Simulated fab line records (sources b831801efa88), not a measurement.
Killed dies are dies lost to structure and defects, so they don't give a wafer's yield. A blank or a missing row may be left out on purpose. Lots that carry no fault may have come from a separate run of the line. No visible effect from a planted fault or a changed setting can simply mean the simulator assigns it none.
fab line records	flow sky130
record: lots: 13	wafers: 39	lastDay: 50
route steps=708 shown DNWELL@43 NWELL@77 SONOS_TUNNEL@166 GATE_OXIDE@201
lots with no fault: from the same line, run without faults
startH: hours from the record's opening day to when the first of the lot's shown wafers began	waitH: hours elapsed since this lot's preceding step	" unchanged from the row above	L1.1+2: one row covering several wafers at once	- no value, or no start was given	* or withheld: withheld	< > ~ a bound
route shown NAME@n: NAME is a module with steps in the file, n the number in the route of the first one	usual: mean/standard deviation taken from wafers without a fault	same: alike in all rows	chamber/n: place in a boat	sites: per-site readings	_std_site: standard deviation of those values	_edge_site: outer sites' mean less inner sites'	radiusMm: for every site, how far away it sits from the centre of the wafer	mask NAME#n: copy n	behind: the most recent tool/chamber to have shaped the wafer	hold: cause of the lot's hold/its duration in hours/its outcome	device: which transistor (n, p or np) failed to switch	end of line: tests of these same wafers at the route's end	a step given without rows: its recipe and nothing more	killed: dies lost to structure and defects at the first sort, not the wafer's yield	map: the dies of a wafer, with x for killed, . for not killed, _ for no die there
set.NAME: the setting that was run; set.NAME@STEP: the one run at that earlier step	model.NAME: the simulator's own value behind a step, which no gauge read
one table for each step of the route and one row for each wafer, over a sample of lots
services: a tool's chamber out of use, with start hour (startH, from the record's first day; less than 0 if before it), hours out, and reason
== steps ==
step: SKY_DNWELL_STRIP_08
recipe: chemistry: O2/N2	powerW: 1400	pressureMtorr: 1500	platenTempC: withheld	o2FlowSccm: 3000	n2FlowSccm: 300	overashFraction: 0.5
usual: drypumpMotorCurrentA: 6.1/0.46	oesProductAu: 0.722/0.0047	stripTimeToEndpointS: 36.93/0.11
lot.wafer	tool	chamber	startH	waitH	drypumpMotorCurrentA	oesProductAu	rfHoursCounterH	stripTimeToEndpointS
L317.1	plasmaAsher-04	0	62.67	0.1	5.6	0.724	39	36.97
L317.5	"	1	"	"	6.0	0.727	-	37.00
L317.6	"	0	"	"	5.6	0.720	-	36.92
L318.2	plasmaAsher-04	0	66.06	0.1	5.6	0.715	39	36.94
L318.3	"	1	"	"	6.0	0.729	-	36.88
L318.4	"	0	"	"	5.6	0.711	-	36.85
L320.2	plasmaAsher-01	0	83.51	0.1	5.4	0.716	28	36.88
L320.3	"	1	"	"	6.6	0.729	-	36.98
L320.5	"	1	"	"	6.6	0.719	-	36.86
L323.2	plasmaAsher-01	0	97.62	0.1	5.4	0.718	29	36.91
L323.3	"	1	"	"	6.5	0.720	-	36.80
L323.5	"	1	"	"	6.6	0.726	-	36.94
L324.2	plasmaAsher-02	1	102.56	0.1	6.5	0.728	43	37.06
L324.4	"	1	"	"	6.4	0.720	-	37.06
L324.5	"	1	"	"	6.4	0.725	-	36.92
L325.1	plasmaAsher-02	0	113.42	0.1	6.6	0.722	44	36.96
L325.3	"	0	"	"	6.6	0.724	-	36.91
L325.5	"	0	"	"	6.6	0.719	-	36.95
L326.3	plasmaAsher-01	1	115.85	0.1	6.6	0.722	-	36.96
L326.5	"	0	"	"	5.4	0.721	-	36.90
L326.6	"	1	"	"	6.6	0.717	-	36.86
L331.2	plasmaAsher-02	0	140.21	0.1	6.6	0.722	47	36.94
L331.4	"	0	"	"	6.6	0.721	-	36.92
L331.5	"	0	"	"	6.6	0.712	-	36.97
L332.1	plasmaAsher-04	0	147.77	0.1	5.6	0.728	3	37.12
L332.3	"	1	"	"	6.0	0.711	-	37.10
L332.4	"	0	"	"	5.6	0.718	-	37.10
L333.3	plasmaAsher-04	1	151.14	0.1	6.0	0.728	-	36.84
L333.4	"	0	"	"	5.6	0.729	-	36.69
L333.6	"	0	"	"	5.6	0.717	-	36.67
L334.1	plasmaAsher-04	0	159.81	0.1	5.6	0.728	5	37.03
L334.2	"	1	"	"	6.0	0.725	5	36.99
L334.5	"	1	"	"	6.0	0.722	-	37.08
L335.4	plasmaAsher-04	1	164.30	0.1	6.0	0.721	-	36.75
L335.5	"	0	"	"	5.6	0.724	-	36.76
L335.6	"	1	"	"	6.0	0.722	-	36.83
L338.2	plasmaAsher-04	1	176.72	0.1	6.0	0.714	7	36.84
L338.3	"	1	"	"	6.0	0.721	-	36.80
L338.5	"	1	"	"	6.0	0.720	-	36.90
step: SKY_NWELL_IMPLANT_24
recipe: species: B	energyKev: 140	doseCm2: 9.2e+12	tiltDeg: withheld
usual: beamEnergyKeV: 140.02/0.042	doseIonsCm2: 9.2e+12/8.8e+09
same: implantIonAmu: 11
lot.wafer	tool	chamber	startH	waitH	beamEnergyKeV	doseIonsCm2
L317.1	implanter-04	0	113.64	0.0	139.99	9.21e+12
L317.5	"	0	"	"	140.03	9.216e+12
L317.6	"	0	"	"	139.95	9.203e+12
L318.2	implanter-01	0	117.88	0.0	139.95	9.198e+12
L318.3	"	0	"	"	139.97	9.188e+12
L318.4	"	0	"	"	139.97	9.195e+12
L320.2	implanter-04	0	135.92	0.0	140.05	9.203e+12
L320.3	"	0	"	"	140.05	9.213e+12
L320.5	"	0	"	"	140.07	9.202e+12
L323.2	implanter-01	0	153.23	0.0	140.03	9.2e+12
L323.3	"	0	"	"	139.97	9.199e+12
L323.5	"	0	"	"	139.99	9.201e+12
L324.2	implanter-03	0	158.65	0.0	140.05	9.202e+12
L324.4	"	0	"	"	140.01	9.185e+12
L324.5	"	0	"	"	139.99	9.191e+12
L325.1	implanter-04	0	172.41	0.0	139.94	9.2e+12
L325.3	"	0	"	"	139.98	9.204e+12
L325.5	"	0	"	"	139.97	9.197e+12
L326.3	implanter-01	0	174.27	0.1	140.03	9.206e+12
L326.5	"	0	"	"	139.99	9.202e+12
L326.6	"	0	"	"	140.00	9.194e+12
L331.2	implanter-01	0	201.18	0.0	139.99	9.186e+12
L331.4	"	0	"	"	140.04	9.205e+12
L331.5	"	0	"	"	139.95	9.19e+12
L332.1	implanter-01	0	210.32	0.0	129.01	9.194e+12
L332.3	"	0	"	"	129.04	9.202e+12
L332.4	"	0	"	"	129.01	9.204e+12
L333.3	implanter-01	0	213.76	0.1	129.08	9.197e+12
L333.4	"	0	"	"	129.10	9.183e+12
L333.6	"	0	"	"	129.07	9.191e+12
L334.1	implanter-04	0	222.92	0.0	140.00	9.206e+12
L334.2	"	0	"	"	139.96	9.204e+12
L334.5	"	0	"	"	139.97	9.188e+12
L335.4	implanter-01	0	228.60	0.1	129.04	9.204e+12
L335.5	"	0	"	"	129.06	9.201e+12
L335.6	"	0	"	"	129.02	9.197e+12
L338.2	implanter-04	0	245.13	0.0	139.97	9.191e+12
L338.3	"	0	"	"	139.97	9.185e+12
L338.5	"	0	"	"	140.00	9.19e+12
step: SKY_SONOS_TUNNEL_TW_MEAS_12
usual: SONOS_TUNNEL_TW: 197.1/1.4
lot.wafer	tool	chamber	startH	waitH	SONOS_TUNNEL_TW
L317.1	filmMetro-01	-	262.13	0.0	198.3
L317.5	"	-	"	"	198.2
L317.6	"	-	"	"	199.4
L318.2	filmMetro-02	-	268.47	0.0	196.4
L318.3	"	-	"	"	197.4
L318.4	"	-	"	"	197.3
L320.2	filmMetro-04	-	293.10	0.0	195.4
L320.3	"	-	"	"	195.0
L320.5	"	-	"	"	194.6
L323.2	filmMetro-04	-	315.33	0.0	196.8
L323.3	"	-	"	"	196.7
L323.5	"	-	"	"	195.4
L324.2	filmMetro-04	-	319.94	0.0	195.8
L324.4	"	-	"	"	196.2
L324.5	"	-	"	"	197.1
L325.1	filmMetro-02	-	338.47	0.0	196.7
L325.3	"	-	"	"	196.0
L325.5	"	-	"	"	195.5
L326.3	filmMetro-01	-	340.06	0.0	199.8
L326.5	"	-	"	"	198.5
L326.6	"	-	"	"	198.3
L331.2	filmMetro-01	-	377.35	0.0	198.6
L331.4	"	-	"	"	198.1
L331.5	"	-	"	"	198.7
L332.1	filmMetro-02	-	389.69	0.0	196.8
L332.3	"	-	"	"	196.3
L332.4	"	-	"	"	196.9
L333.3	filmMetro-01	-	394.86	0.0	198.2
L333.4	"	-	"	"	197.6
L333.6	"	-	"	"	197.4
L334.1	filmMetro-02	-	407.23	0.0	196.3
L334.2	"	-	"	"	196.0
L334.5	"	-	"	"	196.0
L335.4	filmMetro-02	-	413.75	0.0	198.7
L335.5	"	-	"	"	198.3
L335.6	"	-	"	"	199.4
L338.2	filmMetro-04	-	432.89	0.0	194.9
L338.3	"	-	"	"	195.2
L338.5	"	-	"	"	194.2
step: SKY_GATE_OXIDE_TW_MEAS_14
usual: GATE_OXIDE_TW: 223.0/1.1
lot.wafer	tool	chamber	startH	waitH	GATE_OXIDE_TW
L317.1	filmMetro-02	-	323.75	0.1	224.6
L317.5	"	-	"	"	223.4
L317.6	"	-	"	"	223.6
L318.2	filmMetro-03	-	330.09	0.1	222.9
L318.3	"	-	"	"	223.8
L318.4	"	-	"	"	223.1
L320.2	filmMetro-04	-	355.74	0.1	221.9
L320.3	"	-	"	"	221.4
L320.5	"	-	"	"	221.9
L323.2	filmMetro-02	-	379.98	0.1	222.8
L323.3	"	-	"	"	223.9
L323.5	"	-	"	"	223.5
L324.2	filmMetro-03	-	382.95	0.1	222.9
L324.4	"	-	"	"	223.3
L324.5	"	-	"	"	222.0
L325.1	filmMetro-02	-	401.27	0.1	223.7
L325.3	"	-	"	"	222.5
L325.5	"	-	"	"	222.8
L326.3	filmMetro-03	-	405.51	0.1	224.1
L326.5	"	-	"	"	223.7
L326.6	"	-	"	"	221.8
L331.2	filmMetro-04	-	444.33	0.1	220.5
L331.4	"	-	"	"	220.5
L331.5	"	-	"	"	221.1
L332.1	filmMetro-02	-	457.51	0.1	222.6
L332.3	"	-	"	"	221.6
L332.4	"	-	"	"	223.6
L333.3	filmMetro-04	-	462.40	0.1	222.8
L333.4	"	-	"	"	223.7
L333.6	"	-	"	"	222.8
L334.1	filmMetro-03	-	476.20	0.1	222.3
L334.2	"	-	"	"	222.8
L334.5	"	-	"	"	222.9
L335.4	filmMetro-03	-	481.27	0.1	225.3
L335.5	"	-	"	"	226.4
L335.6	"	-	"	"	223.8
L338.2	filmMetro-02	-	503.55	0.1	223.0
L338.3	"	-	"	"	224.9
L338.5	"	-	"	"	223.7
== services ==
tool	chamber	startH	hours	kind
plasmaAsher-04	-	46.33	1.5	repair
plasmaAsher-04	-	48.03	14.6	pm
implanter-01	-	99.24	2.4	repair
implanter-03	-	100.45	1.5	repair
plasmaAsher-04	-	108.75	9.0	pm
plasmaAsher-04	0	108.75	9.0	ventCycle
plasmaAsher-04	1	108.75	9.0	ventCycle
plasmaAsher-04	0	117.75	-	clean
plasmaAsher-04	1	117.75	-	clean
implanter-01	-	128.74	2.6	repair
plasmaAsher-01	-	143.21	22.6	repair
plasmaAsher-02	-	161.53	2.2	repair
implanter-03	-	223.86	2.0	repair
implanter-01	-	225.32	3.0	pm
plasmaAsher-02	-	229.49	5.3	pm
plasmaAsher-04	-	231.31	0.7	repair
implanter-01	-	231.84	3.8	pm
== key ==
firstSign: step: SKY_NWELL_IMPLANT_24	reading: beamEnergyKeV	direction: down	sigmas: 99+	usual: *	struck: *
effect none on later readings
metAt SKY_NWELL_IMPLANT_24
struckLots L332,L333,L335
testerLeftOut L332,L333,L335
notActingAt SKY_DNWELL_STRIP_08,SKY_SONOS_TUNNEL_TW_MEAS_12,SKY_GATE_OXIDE_TW_MEAS_14
onsetBetween 201.18 210.32
fault: kind: processParameterDrift	tool: implanter-01	chamber: -	onsetH: 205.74	steps: SKY_NWELL_IMPLANT_24	channel: energyKev	offset: *	shape: step	endH: 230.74	actsIn: *	stated: *
testerLeftOut: of these lots the tester's yield and bins aren't shown, on N5 and GAA mostly nor the transistor test; their killed dies are dies lost to structure and defects alone, not to doping, threshold or leakage, so they don't give the yield
